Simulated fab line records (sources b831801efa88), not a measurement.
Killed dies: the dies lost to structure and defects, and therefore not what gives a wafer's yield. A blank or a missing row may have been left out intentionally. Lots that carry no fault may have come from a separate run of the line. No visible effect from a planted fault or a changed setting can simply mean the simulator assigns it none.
Struck lot and sound lot, side by side | flow sky130 | 31 steps out of a route of 708
Sound: the wafers L438.2, L438.3, L438.4. Struck: wafers L451.1, L451.5. (L451.3 of the same lot was not struck and is left out.) The cause comes at the end.
Per side, at each step with rows, come the tool, then ch with its chambers, and then its first start. Under that, the readings that differ: sound wafers | struck wafers | difference of the means | sigmas: that difference in standard deviations of wafers without a fault.
alike: readings with means less than 2 such deviations apart, plus words and numbers identical on both sides. not compared: withheld readings, readings lacking a value on some wafer, bounds such as >300 that could conceal the same value, and numbers that have no deviation in the record and whose values overlap.
A row with sigmas, a row that says differs or no value, or rows on one side alone: a step with any of these is where the two part. When numbers do not overlap yet have no deviation, they are printed without sigmas and do not part them. A reading missing from all wafers of one side parts the sides only when that side holds two or more wafers.

SKY_LI_CONTACT_OVL_MEAS_13:
  sound on overlay-02 at day 29 16:41; struck on overlay-02 at day 34 06:29
  alike: LI_CONTACT_OVL
SKY_LI_CONTACT_ETCH_14: etches BARC in N2/H2, stops on SiO2, time 45.9 s, target depth 60 nm.
  sound on rie_diel-01 ch 0,1,2, day 29 16:43; struck on rie_diel-02 ch 1,2, day 34 06:31
  reading               | sound             | struck      | difference | sigmas
  oes_product_au (a.u.) | 0.855 0.859 0.863 | 0.850 0.850 | -0.009     | -2
  alike: drypump_motor_current_A, rf_fwd_power_W, throttle_valve_pct
  not compared: rf_hours_counter_h
then, 1 step without rows for these wafers: SKY_LI_CONTACT_ETCH_15 (etches PSG in C4F8/O2/Ar, stops on Si, target depth 600 nm).
SKY_LI_CONTACT_STRIP_16: strips in O2/N2.
  sound on plasma_asher-04 ch 0,1, day 29 16:51; struck on plasma_asher-01 ch 1, day 34 06:39
  alike: drypump_motor_current_A, oes_product_au, strip_time_to_endpoint_s
  not compared: rf_hours_counter_h
then, 3 steps without rows for these wafers: SKY_LI_CONTACT_CLEAN_17 (cleans in NMP, time 600 s); SKY_LI_CONTACT_PRE_CLEAN_18 (time 5.6 s); SKY_LI_CONTACT_SPUTTER_19 (material Ti, target thk 20 nm, time 106.37 s).
SKY_LI_CONTACT_SPUTTER_20: material TiN, target thk 20 nm, time 80 s.
  sound on pvd_sputter-01 at day 29 17:13; struck on pvd_sputter-01 at day 34 07:02
  alike: cathode_dc_power_W, throttle_valve_pct
SKY_LI_CONTACT_CVD_21: deposits W, target thk 400 nm, time 120.56 s.
  sound on cvd_w-02 ch 0,1, day 29 17:17; struck on cvd_w-01 ch 0,1, day 34 07:06
  reading            | sound       | struck   | difference | sigmas
  heater_power_w (W) | 781 753 842 | 934 1003 | +176       | +2
SKY_LI_CONTACT_RS_MEAS_22: measurement is done with a four-point probe.
  sound on film_metro-03 at day 29 17:26; struck on film_metro-04 at day 34 07:13
  reading                  | sound             | struck      | difference | sigmas
  LI_CONTACT_W_RS (ohm/sq) | 0.281 0.279 0.282 | 0.289 0.293 | +0.010     | +3
SKY_LI_CONTACT_THK_MEAS_23: measures by xrf.
  sound on film_metro-03 at day 29 17:32; struck on film_metro-04 at day 34 07:20
  alike: LI_CONTACT_W_THK
SKY_LI_CONTACT_CMP_24: polishes, stops on PSG, t overpolish 20 s, target thk 0 nm.
  sound on cmp-01 ch 0,2,3, day 29 17:35; struck on cmp-02 ch 0,1, day 34 07:27
  reading                | sound       | struck | difference | sigmas
  time_to_endpoint_s (s) | 101 103 104 | 93 92  | -10        | -3
  alike: motor_current_A, overpolish_run_s
SKY_LOCAL_INTERCONNECT_SPUTTER_00: material TiN, target thk 100 nm, time 83.3 s.
  sound on pvd_sputter-03 at day 29 17:53; struck on pvd_sputter-03 at day 34 07:42
  reading                                                | sound                | struck        | difference | sigmas
  cathode_dc_power_W (W)                                 | 6500.8 6502.1 6498.7 | 5766.6 5767.9 | -733.3     | -99 or more
  model.TiN_of_LOCAL_INTERCONNECT_SPUTTER_00.thk_nm (nm) | 101.4 100.1 101.3    | 88.33 88.62   | -12.46     |
  alike: throttle_valve_pct
SKY_LOCAL_INTERCONNECT_RS_MEAS_01: measurement is done with a four-point probe.
  sound on film_metro-02 at day 29 17:58; struck on film_metro-03 at day 34 07:46
  reading                            | sound             | struck      | difference | sigmas
  LOCAL_INTERCONNECT_TIN_RS (ohm/sq) | 13.93 14.10 13.96 | 16.12 16.09 | +2.11      | +15
SKY_LOCAL_INTERCONNECT_THK_MEAS_02: measures by xrf.
  sound on film_metro-02 at day 29 18:05; struck on film_metro-03 at day 34 07:53
  reading                         | sound            | struck    | difference | sigmas
  LOCAL_INTERCONNECT_TIN_THK (nm) | 100.4 98.8 100.1 | 87.7 88.0 | -11.9      | -13
then, 8 steps without rows for these wafers: SKY_LOCAL_INTERCONNECT_DEHYDRATE_03 (time 60 s); SKY_LOCAL_INTERCONNECT_HMDS_04 (prime time 60 s); SKY_LOCAL_INTERCONNECT_COAT_05 (resist thk 60 nm); SKY_LOCAL_INTERCONNECT_COAT_06 (resist thk 450 nm); SKY_LOCAL_INTERCONNECT_SOFTBAKE_07 (time 90 s); SKY_LOCAL_INTERCONNECT_EXPOSE_08 (exposes mask LI1M, target cd 170 nm); SKY_LOCAL_INTERCONNECT_PEB_09; SKY_LOCAL_INTERCONNECT_DEVELOP_10 (develop time 60 s).
SKY_LOCAL_INTERCONNECT_CD_MEAS_11: target cd 170 nm.
  sound on cd_sem-01 at day 30 21:54; struck on cd_sem-02 at day 35 09:57
  alike: cd_nm
SKY_LOCAL_INTERCONNECT_OVL_MEAS_12:
  sound on overlay-01 at day 30 22:01; struck on overlay-01 at day 35 10:04
  alike: LOCAL_INTERCONNECT_OVL
then, 1 step without rows for these wafers: SKY_LOCAL_INTERCONNECT_ETCH_13 (etches BARC in N2/H2, stops on SiO2, time 45.9 s, target depth 60 nm).
SKY_LOCAL_INTERCONNECT_METAL_ETCH_14: etches TiN in Cl2/BCl3, stops on PSG, target depth 110 nm, time 31.4 s.
  sound on rie_metal-01 ch 0,1, day 30 22:06; struck on rie_metal-01 ch 1, day 35 10:10
  reading                | sound                | struck        | difference | sigmas
  oes_product_au (a.u.)  | 0.947 0.950 0.951    | 0.876 0.868   | -0.077     | -11
  throttle_valve_pct (%) | 21.891 21.900 21.892 | 21.935 21.946 | +0.046     | +5
  alike: drypump_motor_current_A, rf_fwd_power_W
  not compared: rf_hours_counter_h
then, 1 step without rows for these wafers: SKY_LOCAL_INTERCONNECT_STRIP_15 (strips in O2/N2).
SKY_LOCAL_INTERCONNECT_STRIP_16: strips in post etch residue remover, time 1200 s.
  sound on wet_bench-02 ch 2, day 30 22:15; struck on wet_bench-04 ch 1, day 35 10:19
  reading                                                | sound           | struck      | difference | sigmas
  model.TiN_of_LOCAL_INTERCONNECT_SPUTTER_00.thk_nm (nm) | 101 99.67 100.8 | 87.92 88.21 | -12.42     |
then, 1 step without rows for these wafers: SKY_LOCAL_INTERCONNECT_CLEAN_17 (cleans in IPA, time 180 s).
-- record jumps: 14 days separate the struck wafers' starts on either side; left off in module LOCAL_INTERCONNECT, taken up again in module PAD_OPEN, whose first shown step is the route's number 708 --
SKY_PAD_OPEN_PROBE_99:
  sound on prober-01 at day 46 03:52; struck on prober-01 at day 49 13:03
  reading                        | sound             | struck      | difference | sigmas
  killed_at_front_end            | 16 13 31          | 9 7         | -12        | -3
  model.etest.res_li.line_ohm_um | 73.76 74.18 73.94 | 84.69 84.04 | +10.41     |
  model.etest.res_li.rs_ohm_sq   | 12.73 12.74 12.6  | 14.49 14.52 | +1.81      |
  model.etest.mcon_chain.rc_ohm  | 17.01 16.3 16.92  | 18.17 17.18 | +0.93      |
  alike: killed_at_M0_to_M3, killed_at_M4_up, killed_at_contacts, killed_at_other, killed_dies, killed_open, killed_short

== WHERE THEY PART ==
Earliest at SKY_LI_CONTACT_ETCH_14; latest, in this record, at SKY_PAD_OPEN_PROBE_99.

WHY: what had been put in by the simulator
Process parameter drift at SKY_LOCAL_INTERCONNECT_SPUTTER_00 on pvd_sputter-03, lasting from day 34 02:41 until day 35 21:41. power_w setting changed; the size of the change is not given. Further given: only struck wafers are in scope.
